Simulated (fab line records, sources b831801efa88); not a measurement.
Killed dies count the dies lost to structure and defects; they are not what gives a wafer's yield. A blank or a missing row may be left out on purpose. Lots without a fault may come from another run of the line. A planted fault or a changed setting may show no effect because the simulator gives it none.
fab line records :: flow sky130
record:
  lots: 6
  wafers: 18
  lastDay: 50
route steps=708 shown VT_ADJUST_LVTN@99
lots that met no fault: from a run of the same line without faults
startH: hours from the record's first day to the start of the lot's first wafer shown :: waitH: how many hours have passed since the lot's step before this one :: " as in the row above :: L1.1+2: a single row standing in for several wafers :: - no value present, or no start provided :: * or withheld: withheld :: < > ~ a bound
route shown NAME@n: NAME is a module with steps in the file, n the number in the route of the first one :: usual: mean/standard deviation taken from wafers without a fault :: same: alike in all rows :: chamber/n: place in a boat :: sites: the reading at each site :: _std_site: the values' standard deviation :: _edge_site: the outer-site mean with the inner-site mean subtracted :: radiusMm: how far each site lies from the wafer's centre :: mask NAME#n: copy n :: behind: the last tool/chamber to shape the wafer :: hold: the reason the lot was held/the length of the hold in hours/how it ended :: device: the n, p or np transistor that did not switch :: end of line: tests of these same wafers at the route's end :: a step given without rows: its recipe and nothing more :: killed: count of dies lost to structure and defects at first sort (not the wafer's yield) :: map: shows each die of a wafer: x if killed, . if not, _ if none is there
set.NAME: the setting the step ran with; set.NAME@STEP: the setting that earlier step ran with :: model.NAME: the simulator's own value behind a step, which no gauge read
a table for each step, a row for each wafer; lots at some steps of the route
services: when a tool's chamber went out of use (startH, in hours from the record's first day, below 0 if earlier), for how many hours, and the reason
== steps ==
step: SKY_VT_ADJUST_LVTN_COAT_02
recipe:
  spinRpm: 2000
  resistThkNm: 3000
step: SKY_VT_ADJUST_LVTN_SOFTBAKE_03
recipe:
  tempC: 110
  timeS: withheld
step: SKY_VT_ADJUST_LVTN_EXPOSE_04
recipe:
  maskId: NWM_COMPLEMENT_LESS_NATIVE
  na: 0.6
  sourceShape: conventional
  sigmaOuter: 0.6
  polarization: unpolarized
  targetCdNm: 840
  doseMj: 194
step: SKY_VT_ADJUST_LVTN_PEB_05
recipe:
  tempC: 115
  timeS: withheld
step: SKY_VT_ADJUST_LVTN_DEVELOP_06
recipe:
  wallAngleDeg: 90
  developer: TMAH
  developTimeS: 60
  devTempC: 23
step: SKY_VT_ADJUST_LVTN_OVL_MEAS_07
usual:
  VT_ADJUST_LVTN_OVL: -1.0/1.3
lot.wafer: L980.1
tool: overlay-02
chamber: -
startH: 179.01
waitH: -
VT_ADJUST_LVTN_OVL[nm]: 0.0

lot.wafer: L980.3
tool: overlay-02
chamber: -
startH: 179.01
waitH: -
VT_ADJUST_LVTN_OVL[nm]: -2.6

lot.wafer: L980.4
tool: overlay-02
chamber: -
startH: 179.01
waitH: -
VT_ADJUST_LVTN_OVL[nm]: -1.7

lot.wafer: L982.2
tool: overlay-02
chamber: -
startH: 187.77
waitH: -
VT_ADJUST_LVTN_OVL[nm]: 0.2

lot.wafer: L982.3
tool: overlay-02
chamber: -
startH: 187.77
waitH: -
VT_ADJUST_LVTN_OVL[nm]: 0.6

lot.wafer: L982.6
tool: overlay-02
chamber: -
startH: 187.77
waitH: -
VT_ADJUST_LVTN_OVL[nm]: -0.5

lot.wafer: L983.1
tool: overlay-02
chamber: -
startH: 195.64
waitH: -
VT_ADJUST_LVTN_OVL[nm]: 0.8

lot.wafer: L983.2
tool: overlay-02
chamber: -
startH: 195.64
waitH: -
VT_ADJUST_LVTN_OVL[nm]: -1.2

lot.wafer: L983.3
tool: overlay-02
chamber: -
startH: 195.64
waitH: -
VT_ADJUST_LVTN_OVL[nm]: 1.0

lot.wafer: L984.4
tool: overlay-02
chamber: -
startH: 201.02
waitH: -
VT_ADJUST_LVTN_OVL[nm]: 0.4

lot.wafer: L984.5
tool: overlay-02
chamber: -
startH: 201.02
waitH: -
VT_ADJUST_LVTN_OVL[nm]: -0.6

lot.wafer: L984.6
tool: overlay-02
chamber: -
startH: 201.02
waitH: -
VT_ADJUST_LVTN_OVL[nm]: -0.5

lot.wafer: L996.1
tool: overlay-02
chamber: -
startH: 276.90
waitH: -
VT_ADJUST_LVTN_OVL[nm]: -2.6

lot.wafer: L996.2
tool: overlay-02
chamber: -
startH: 276.90
waitH: -
VT_ADJUST_LVTN_OVL[nm]: -1.3

lot.wafer: L996.6
tool: overlay-02
chamber: -
startH: 276.90
waitH: -
VT_ADJUST_LVTN_OVL[nm]: -2.9

lot.wafer: L997.1
tool: overlay-02
chamber: -
startH: 290.06
waitH: -
VT_ADJUST_LVTN_OVL[nm]: -0.6

lot.wafer: L997.5
tool: overlay-02
chamber: -
startH: 290.06
waitH: -
VT_ADJUST_LVTN_OVL[nm]: -2.3

lot.wafer: L997.6
tool: overlay-02
chamber: -
startH: 290.06
waitH: -
VT_ADJUST_LVTN_OVL[nm]: 0.4
step: SKY_VT_ADJUST_LVTN_IMPLANT_08
recipe:
  species: B
  energyKev: 30.27
  doseCm2: 1.57e+12
  tiltDeg: withheld
step: SKY_VT_ADJUST_LVTN_STRIP_09
recipe:
  chemistry: O2/N2
  powerW: 1400
  pressureMtorr: 1500
  platenTempC: withheld
  o2FlowSccm: 3000
  n2FlowSccm: 300
  overashFraction: 0.5
usual:
  drypumpMotorCurrentA: 5.9/0.41
  oesProductAu: 0.722/0.0046
  stripTimeToEndpointS: 36.94/0.099
lot.wafer: L980.1
tool: plasmaAsher-02
chamber: 0
startH: 179.20
waitH: 0.1
drypumpMotorCurrentA: 5.9
oesProductAu: 0.725
rfHoursCounterH: 6
stripTimeToEndpointS: 36.82

lot.wafer: L980.3
tool: plasmaAsher-02
chamber: 0
startH: 179.20
waitH: 0.1
drypumpMotorCurrentA: 5.9
oesProductAu: 0.719
rfHoursCounterH: -
stripTimeToEndpointS: 37.01

lot.wafer: L980.4
tool: plasmaAsher-02
chamber: 1
startH: 179.20
waitH: 0.1
drypumpMotorCurrentA: 5.9
oesProductAu: 0.723
rfHoursCounterH: -
stripTimeToEndpointS: 36.80

lot.wafer: L982.2
tool: plasmaAsher-01
chamber: 0
startH: 187.95
waitH: 0.1
drypumpMotorCurrentA: 5.6
oesProductAu: 0.721
rfHoursCounterH: 42
stripTimeToEndpointS: 36.89

lot.wafer: L982.3
tool: plasmaAsher-01
chamber: 0
startH: 187.95
waitH: 0.1
drypumpMotorCurrentA: 5.5
oesProductAu: 0.717
rfHoursCounterH: -
stripTimeToEndpointS: 36.82

lot.wafer: L982.6
tool: plasmaAsher-01
chamber: 0
startH: 187.95
waitH: 0.1
drypumpMotorCurrentA: 5.5
oesProductAu: 0.721
rfHoursCounterH: -
stripTimeToEndpointS: 36.97

lot.wafer: L983.1
tool: plasmaAsher-02
chamber: 0
startH: 195.83
waitH: 0.1
drypumpMotorCurrentA: 5.9
oesProductAu: 0.716
rfHoursCounterH: 7
stripTimeToEndpointS: 36.82

lot.wafer: L983.2
tool: plasmaAsher-02
chamber: 1
startH: 195.83
waitH: 0.1
drypumpMotorCurrentA: 5.9
oesProductAu: 0.723
rfHoursCounterH: 7
stripTimeToEndpointS: 36.90

lot.wafer: L983.3
tool: plasmaAsher-02
chamber: 0
startH: 195.83
waitH: 0.1
drypumpMotorCurrentA: 5.9
oesProductAu: 0.717
rfHoursCounterH: -
stripTimeToEndpointS: 36.85

lot.wafer: L984.4
tool: plasmaAsher-03
chamber: 1
startH: 201.22
waitH: 0.1
drypumpMotorCurrentA: 6.0
oesProductAu: 0.722
rfHoursCounterH: -
stripTimeToEndpointS: 36.96

lot.wafer: L984.5
tool: plasmaAsher-03
chamber: 1
startH: 201.22
waitH: 0.1
drypumpMotorCurrentA: 6.0
oesProductAu: 0.722
rfHoursCounterH: -
stripTimeToEndpointS: 36.92

lot.wafer: L984.6
tool: plasmaAsher-03
chamber: 0
startH: 201.22
waitH: 0.1
drypumpMotorCurrentA: 6.6
oesProductAu: 0.722
rfHoursCounterH: -
stripTimeToEndpointS: 36.92

lot.wafer: L996.1
tool: plasmaAsher-03
chamber: 0
startH: 277.09
waitH: 0.1
drypumpMotorCurrentA: 6.6
oesProductAu: 0.724
rfHoursCounterH: 60
stripTimeToEndpointS: 36.79

lot.wafer: L996.2
tool: plasmaAsher-03
chamber: 1
startH: 277.09
waitH: 0.1
drypumpMotorCurrentA: 6.0
oesProductAu: 0.719
rfHoursCounterH: 60
stripTimeToEndpointS: 36.83

lot.wafer: L996.6
tool: plasmaAsher-03
chamber: 0
startH: 277.09
waitH: 0.1
drypumpMotorCurrentA: 6.6
oesProductAu: 0.724
rfHoursCounterH: -
stripTimeToEndpointS: 36.76

lot.wafer: L997.1
tool: plasmaAsher-03
chamber: 0
startH: 290.25
waitH: 0.1
drypumpMotorCurrentA: 6.6
oesProductAu: 0.723
rfHoursCounterH: 61
stripTimeToEndpointS: 36.98

lot.wafer: L997.5
tool: plasmaAsher-03
chamber: 0
startH: 290.25
waitH: 0.1
drypumpMotorCurrentA: 6.6
oesProductAu: 0.720
rfHoursCounterH: -
stripTimeToEndpointS: 36.96

lot.wafer: L997.6
tool: plasmaAsher-03
chamber: 1
startH: 290.25
waitH: 0.1
drypumpMotorCurrentA: 6.0
oesProductAu: 0.723
rfHoursCounterH: -
stripTimeToEndpointS: 36.86
step: SKY_VT_ADJUST_LVTN_TW_MEAS_10
usual:
  VT_ADJUST_LVTN_TW: 240.1/1.9
lot.wafer: L980.1
tool: filmMetro-01
chamber: -
startH: 179.30
waitH: 0.1
VT_ADJUST_LVTN_TW: 241.9

lot.wafer: L980.3
tool: filmMetro-01
chamber: -
startH: 179.30
waitH: 0.1
VT_ADJUST_LVTN_TW: 243.3

lot.wafer: L980.4
tool: filmMetro-01
chamber: -
startH: 179.30
waitH: 0.1
VT_ADJUST_LVTN_TW: 243.8

lot.wafer: L982.2
tool: filmMetro-03
chamber: -
startH: 188.06
waitH: 0.1
VT_ADJUST_LVTN_TW: 238.7

lot.wafer: L982.3
tool: filmMetro-03
chamber: -
startH: 188.06
waitH: 0.1
VT_ADJUST_LVTN_TW: 239.7

lot.wafer: L982.6
tool: filmMetro-03
chamber: -
startH: 188.06
waitH: 0.1
VT_ADJUST_LVTN_TW: 239.0

lot.wafer: L983.1
tool: filmMetro-01
chamber: -
startH: 195.93
waitH: 0.1
VT_ADJUST_LVTN_TW: 243.3

lot.wafer: L983.2
tool: filmMetro-01
chamber: -
startH: 195.93
waitH: 0.1
VT_ADJUST_LVTN_TW: 244.1

lot.wafer: L983.3
tool: filmMetro-01
chamber: -
startH: 195.93
waitH: 0.1
VT_ADJUST_LVTN_TW: 244.6

lot.wafer: L984.4
tool: filmMetro-04
chamber: -
startH: 201.31
waitH: 0.1
VT_ADJUST_LVTN_TW: 239.8

lot.wafer: L984.5
tool: filmMetro-04
chamber: -
startH: 201.31
waitH: 0.1
VT_ADJUST_LVTN_TW: 239.4

lot.wafer: L984.6
tool: filmMetro-04
chamber: -
startH: 201.31
waitH: 0.1
VT_ADJUST_LVTN_TW: 240.0

lot.wafer: L996.1
tool: filmMetro-04
chamber: -
startH: 277.19
waitH: 0.1
VT_ADJUST_LVTN_TW: 242.1

lot.wafer: L996.2
tool: filmMetro-04
chamber: -
startH: 277.19
waitH: 0.1
VT_ADJUST_LVTN_TW: 243.1

lot.wafer: L996.6
tool: filmMetro-04
chamber: -
startH: 277.19
waitH: 0.1
VT_ADJUST_LVTN_TW: 242.9

lot.wafer: L997.1
tool: filmMetro-01
chamber: -
startH: 290.35
waitH: 0.1
VT_ADJUST_LVTN_TW: 242.2

lot.wafer: L997.5
tool: filmMetro-01
chamber: -
startH: 290.35
waitH: 0.1
VT_ADJUST_LVTN_TW: 243.4

lot.wafer: L997.6
tool: filmMetro-01
chamber: -
startH: 290.35
waitH: 0.1
VT_ADJUST_LVTN_TW: 244.7
step: SKY_VT_ADJUST_LVTN_DEHYDRATE_11
recipe:
  tempC: 200
  timeS: 60
step: SKY_VT_ADJUST_LVTN_HMDS_12
recipe:
  primeTimeS: 60
  primeTempC: 120
step: SKY_VT_ADJUST_LVTN_COAT_13
recipe:
  resist: NOVOLAK
  spinRpm: 3000
  resistThkNm: 1140
step: SKY_VT_ADJUST_LVTN_SOFTBAKE_14
recipe:
  tempC: 90
  timeS: 60
  resist: NOVOLAK
usual:
  chillPlateTempC: 23.01/0.1
  runLengthS: 89.12/0.25
lot.wafer: L980.1
tool: lithoTrack-03
chamber: 0
startH: 190.04
waitH: 0.1
chillPlateTempC: 23.01
runLengthS: 89.06
model.NOVOLAK_of_VT_ADJUST_LVTN_COAT_13.thkNm: 1144

lot.wafer: L980.3
tool: lithoTrack-03
chamber: 0
startH: 190.04
waitH: 0.1
chillPlateTempC: 23.25
runLengthS: 89.11
model.NOVOLAK_of_VT_ADJUST_LVTN_COAT_13.thkNm: 1148

lot.wafer: L980.4
tool: lithoTrack-03
chamber: 0
startH: 190.04
waitH: 0.1
chillPlateTempC: 23.12
runLengthS: 89.04
model.NOVOLAK_of_VT_ADJUST_LVTN_COAT_13.thkNm: 1144

lot.wafer: L982.2
tool: lithoTrack-02
chamber: 0
startH: 198.98
waitH: 0.1
chillPlateTempC: 23.03
runLengthS: 88.89
model.NOVOLAK_of_VT_ADJUST_LVTN_COAT_13.thkNm: 1139

lot.wafer: L982.3
tool: lithoTrack-02
chamber: 0
startH: 198.98
waitH: 0.1
chillPlateTempC: 22.96
runLengthS: 88.79
model.NOVOLAK_of_VT_ADJUST_LVTN_COAT_13.thkNm: 1141

lot.wafer: L982.6
tool: lithoTrack-02
chamber: 0
startH: 198.98
waitH: 0.1
chillPlateTempC: 23.18
runLengthS: 88.72
model.NOVOLAK_of_VT_ADJUST_LVTN_COAT_13.thkNm: 1138

lot.wafer: L983.1
tool: lithoTrack-02
chamber: 0
startH: 206.05
waitH: 0.1
chillPlateTempC: 22.94
runLengthS: 108.64
model.NOVOLAK_of_VT_ADJUST_LVTN_COAT_13.thkNm: 1131

lot.wafer: L983.2
tool: lithoTrack-02
chamber: 0
startH: 206.05
waitH: 0.1
chillPlateTempC: 22.96
runLengthS: 108.45
model.NOVOLAK_of_VT_ADJUST_LVTN_COAT_13.thkNm: 1131

lot.wafer: L983.3
tool: lithoTrack-02
chamber: 0
startH: 206.05
waitH: 0.1
chillPlateTempC: 23.03
runLengthS: 108.50
model.NOVOLAK_of_VT_ADJUST_LVTN_COAT_13.thkNm: 1129

lot.wafer: L984.4
tool: lithoTrack-02
chamber: 0
startH: 210.73
waitH: 0.1
chillPlateTempC: 23.03
runLengthS: 108.50
model.NOVOLAK_of_VT_ADJUST_LVTN_COAT_13.thkNm: 1136

lot.wafer: L984.5
tool: lithoTrack-02
chamber: 0
startH: 210.73
waitH: 0.1
chillPlateTempC: 23.02
runLengthS: 108.51
model.NOVOLAK_of_VT_ADJUST_LVTN_COAT_13.thkNm: 1136

lot.wafer: L984.6
tool: lithoTrack-02
chamber: 0
startH: 210.73
waitH: 0.1
chillPlateTempC: 23.13
runLengthS: 108.45
model.NOVOLAK_of_VT_ADJUST_LVTN_COAT_13.thkNm: 1135

lot.wafer: L996.1
tool: lithoTrack-01
chamber: 0
startH: 289.56
waitH: 0.1
chillPlateTempC: 22.85
runLengthS: 89.55
model.NOVOLAK_of_VT_ADJUST_LVTN_COAT_13.thkNm: 1141

lot.wafer: L996.2
tool: lithoTrack-01
chamber: 0
startH: 289.56
waitH: 0.1
chillPlateTempC: 22.92
runLengthS: 89.50
model.NOVOLAK_of_VT_ADJUST_LVTN_COAT_13.thkNm: 1144

lot.wafer: L996.6
tool: lithoTrack-01
chamber: 0
startH: 289.56
waitH: 0.1
chillPlateTempC: 22.93
runLengthS: 89.37
model.NOVOLAK_of_VT_ADJUST_LVTN_COAT_13.thkNm: 1139

lot.wafer: L997.1
tool: lithoTrack-03
chamber: 0
startH: 302.24
waitH: 0.1
chillPlateTempC: 22.96
runLengthS: 89.15
model.NOVOLAK_of_VT_ADJUST_LVTN_COAT_13.thkNm: 1139

lot.wafer: L997.5
tool: lithoTrack-03
chamber: 0
startH: 302.24
waitH: 0.1
chillPlateTempC: 23.04
runLengthS: 88.99
model.NOVOLAK_of_VT_ADJUST_LVTN_COAT_13.thkNm: 1141

lot.wafer: L997.6
tool: lithoTrack-03
chamber: 0
startH: 302.24
waitH: 0.1
chillPlateTempC: 22.99
runLengthS: 89.10
model.NOVOLAK_of_VT_ADJUST_LVTN_COAT_13.thkNm: 1141
step: SKY_VT_ADJUST_LVTN_EXPOSE_15
recipe:
  maskId: HVN_STD_DERIVED
  na: 0.6
  sourceShape: conventional
  sigmaOuter: 0.6
  polarization: unpolarized
  targetCdNm: 600
  doseMj: 163
step: SKY_VT_ADJUST_LVTN_PEB_16
recipe:
  tempC: withheld
  timeS: *
  resist: NOVOLAK
step: SKY_VT_ADJUST_LVTN_DEVELOP_17
recipe:
  resist: NOVOLAK
  developer: TMAH
  developTimeS: 60
  devTempC: 23
usual:
  chillPlateTempC: 23.01/0.11
lot.wafer: L980.1
tool: lithoTrack-01
chamber: 0
startH: 200.31
waitH: 0.1
chillPlateTempC: 23.05
model.NOVOLAK_of_VT_ADJUST_LVTN_COAT_13.thkNm: 1144

lot.wafer: L980.3
tool: lithoTrack-01
chamber: 0
startH: 200.31
waitH: 0.1
chillPlateTempC: 23.05
model.NOVOLAK_of_VT_ADJUST_LVTN_COAT_13.thkNm: 1147

lot.wafer: L980.4
tool: lithoTrack-01
chamber: 0
startH: 200.31
waitH: 0.1
chillPlateTempC: 23.05
model.NOVOLAK_of_VT_ADJUST_LVTN_COAT_13.thkNm: 1144

lot.wafer: L982.2
tool: lithoTrack-02
chamber: 0
startH: 208.63
waitH: 0.1
chillPlateTempC: 22.86
model.NOVOLAK_of_VT_ADJUST_LVTN_COAT_13.thkNm: 1139

lot.wafer: L982.3
tool: lithoTrack-02
chamber: 0
startH: 208.63
waitH: 0.1
chillPlateTempC: 22.92
model.NOVOLAK_of_VT_ADJUST_LVTN_COAT_13.thkNm: 1140

lot.wafer: L982.6
tool: lithoTrack-02
chamber: 0
startH: 208.63
waitH: 0.1
chillPlateTempC: 23.00
model.NOVOLAK_of_VT_ADJUST_LVTN_COAT_13.thkNm: 1138

lot.wafer: L983.1
tool: lithoTrack-01
chamber: 0
startH: 216.11
waitH: 0.1
chillPlateTempC: 22.88
model.NOVOLAK_of_VT_ADJUST_LVTN_COAT_13.thkNm: 1131

lot.wafer: L983.2
tool: lithoTrack-01
chamber: 0
startH: 216.11
waitH: 0.1
chillPlateTempC: 22.79
model.NOVOLAK_of_VT_ADJUST_LVTN_COAT_13.thkNm: 1131

lot.wafer: L983.3
tool: lithoTrack-01
chamber: 0
startH: 216.11
waitH: 0.1
chillPlateTempC: 22.87
model.NOVOLAK_of_VT_ADJUST_LVTN_COAT_13.thkNm: 1128

lot.wafer: L984.4
tool: lithoTrack-01
chamber: 0
startH: 221.39
waitH: 0.1
chillPlateTempC: 23.12
model.NOVOLAK_of_VT_ADJUST_LVTN_COAT_13.thkNm: 1136

lot.wafer: L984.5
tool: lithoTrack-01
chamber: 0
startH: 221.39
waitH: 0.1
chillPlateTempC: 23.04
model.NOVOLAK_of_VT_ADJUST_LVTN_COAT_13.thkNm: 1136

lot.wafer: L984.6
tool: lithoTrack-01
chamber: 0
startH: 221.39
waitH: 0.1
chillPlateTempC: 22.82
model.NOVOLAK_of_VT_ADJUST_LVTN_COAT_13.thkNm: 1135

lot.wafer: L996.1
tool: lithoTrack-01
chamber: 0
startH: 301.06
waitH: 0.1
chillPlateTempC: 23.07
model.NOVOLAK_of_VT_ADJUST_LVTN_COAT_13.thkNm: 1140

lot.wafer: L996.2
tool: lithoTrack-01
chamber: 0
startH: 301.06
waitH: 0.1
chillPlateTempC: 22.99
model.NOVOLAK_of_VT_ADJUST_LVTN_COAT_13.thkNm: 1144

lot.wafer: L996.6
tool: lithoTrack-01
chamber: 0
startH: 301.06
waitH: 0.1
chillPlateTempC: 22.87
model.NOVOLAK_of_VT_ADJUST_LVTN_COAT_13.thkNm: 1139

lot.wafer: L997.1
tool: lithoTrack-01
chamber: 0
startH: 315.01
waitH: 0.1
chillPlateTempC: 23.06
model.NOVOLAK_of_VT_ADJUST_LVTN_COAT_13.thkNm: 1138

lot.wafer: L997.5
tool: lithoTrack-01
chamber: 0
startH: 315.01
waitH: 0.1
chillPlateTempC: 23.03
model.NOVOLAK_of_VT_ADJUST_LVTN_COAT_13.thkNm: 1140

lot.wafer: L997.6
tool: lithoTrack-01
chamber: 0
startH: 315.01
waitH: 0.1
chillPlateTempC: 22.92
model.NOVOLAK_of_VT_ADJUST_LVTN_COAT_13.thkNm: 1141
step: SKY_VT_ADJUST_LVTN_OVL_MEAS_18
usual:
  VT_ADJUST_LVTN_01_OVL: -0.1/1.6
lot.wafer: L980.1
tool: overlay-02
chamber: -
startH: 201.03
waitH: 0.7
VT_ADJUST_LVTN_01_OVL[nm]: 0.2

lot.wafer: L980.3
tool: overlay-02
chamber: -
startH: 201.03
waitH: 0.7
VT_ADJUST_LVTN_01_OVL[nm]: 0.5

lot.wafer: L980.4
tool: overlay-02
chamber: -
startH: 201.03
waitH: 0.7
VT_ADJUST_LVTN_01_OVL[nm]: -0.6

lot.wafer: L982.2
tool: overlay-02
chamber: -
startH: 208.76
waitH: 0.1
VT_ADJUST_LVTN_01_OVL[nm]: -0.2

lot.wafer: L982.3
tool: overlay-02
chamber: -
startH: 208.76
waitH: 0.1
VT_ADJUST_LVTN_01_OVL[nm]: -2.7

lot.wafer: L982.6
tool: overlay-02
chamber: -
startH: 208.76
waitH: 0.1
VT_ADJUST_LVTN_01_OVL[nm]: -0.5

lot.wafer: L983.1
tool: overlay-02
chamber: -
startH: 216.26
waitH: 0.1
VT_ADJUST_LVTN_01_OVL[nm]: -1.6

lot.wafer: L983.2
tool: overlay-02
chamber: -
startH: 216.26
waitH: 0.1
VT_ADJUST_LVTN_01_OVL[nm]: 0.4

lot.wafer: L983.3
tool: overlay-02
chamber: -
startH: 216.26
waitH: 0.1
VT_ADJUST_LVTN_01_OVL[nm]: -0.2

lot.wafer: L984.4
tool: overlay-02
chamber: -
startH: 221.48
waitH: 0.1
VT_ADJUST_LVTN_01_OVL[nm]: -0.4

lot.wafer: L984.5
tool: overlay-02
chamber: -
startH: 221.48
waitH: 0.1
VT_ADJUST_LVTN_01_OVL[nm]: 0.2

lot.wafer: L984.6
tool: overlay-02
chamber: -
startH: 221.48
waitH: 0.1
VT_ADJUST_LVTN_01_OVL[nm]: 2.0

lot.wafer: L996.1
tool: overlay-02
chamber: -
startH: 301.21
waitH: 0.1
VT_ADJUST_LVTN_01_OVL[nm]: 2.1

lot.wafer: L996.2
tool: overlay-02
chamber: -
startH: 301.21
waitH: 0.1
VT_ADJUST_LVTN_01_OVL[nm]: 1.8

lot.wafer: L996.6
tool: overlay-02
chamber: -
startH: 301.21
waitH: 0.1
VT_ADJUST_LVTN_01_OVL[nm]: 0.4

lot.wafer: L997.1
tool: overlay-02
chamber: -
startH: 315.16
waitH: 0.1
VT_ADJUST_LVTN_01_OVL[nm]: -2.1

lot.wafer: L997.5
tool: overlay-02
chamber: -
startH: 315.16
waitH: 0.1
VT_ADJUST_LVTN_01_OVL[nm]: -2.4

lot.wafer: L997.6
tool: overlay-02
chamber: -
startH: 315.16
waitH: 0.1
VT_ADJUST_LVTN_01_OVL[nm]: -3.9
== services ==
tool: plasmaAsher-02
chamber: -
startH: 193.56
hours: 0.6
kind: repair

tool: plasmaAsher-03
chamber: -
startH: 260.79
hours: 0.9
kind: repair

tool: plasmaAsher-03
chamber: -
startH: 307.75
hours: 2.1
kind: repair
== key ==
firstSign:
  step: SKY_VT_ADJUST_LVTN_SOFTBAKE_14
  reading: runLengthS
  direction: up
  sigmas: 77
  usual: *
  struck: *
effect none on later readings
modelEffect:
  step: SKY_VT_ADJUST_LVTN_SOFTBAKE_14
  value: NOVOLAK_of_VT_ADJUST_LVTN_COAT_13.thkNm
  without: 1139
  struck: 1133
modelEffect:
  step: SKY_VT_ADJUST_LVTN_DEVELOP_17
  value: NOVOLAK_of_VT_ADJUST_LVTN_COAT_13.thkNm
  without: 1138
  struck: 1133
metAt SKY_VT_ADJUST_LVTN_SOFTBAKE_14
struckWafers L983.1,L983.2,L983.3,L984.4,L984.5,L984.6
testerLeftOut L983,L984
onsetBetween 198.98 206.05
fault:
  kind: processParameterDrift
  tool: lithoTrack-02
  chamber: -
  onsetH: 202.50
  steps: SKY_VT_ADJUST_LVTN_SOFTBAKE_14
  channel: timeS
  offset: *
  shape: step
  endH: 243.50
  actsIn: *
  stated: *
testerLeftOut: of these lots the tester's yield and bins aren't shown, on N5 and GAA mostly nor the transistor test; their killed dies are dies lost to structure and defects alone, not to doping, threshold or leakage, so they don't give the yield
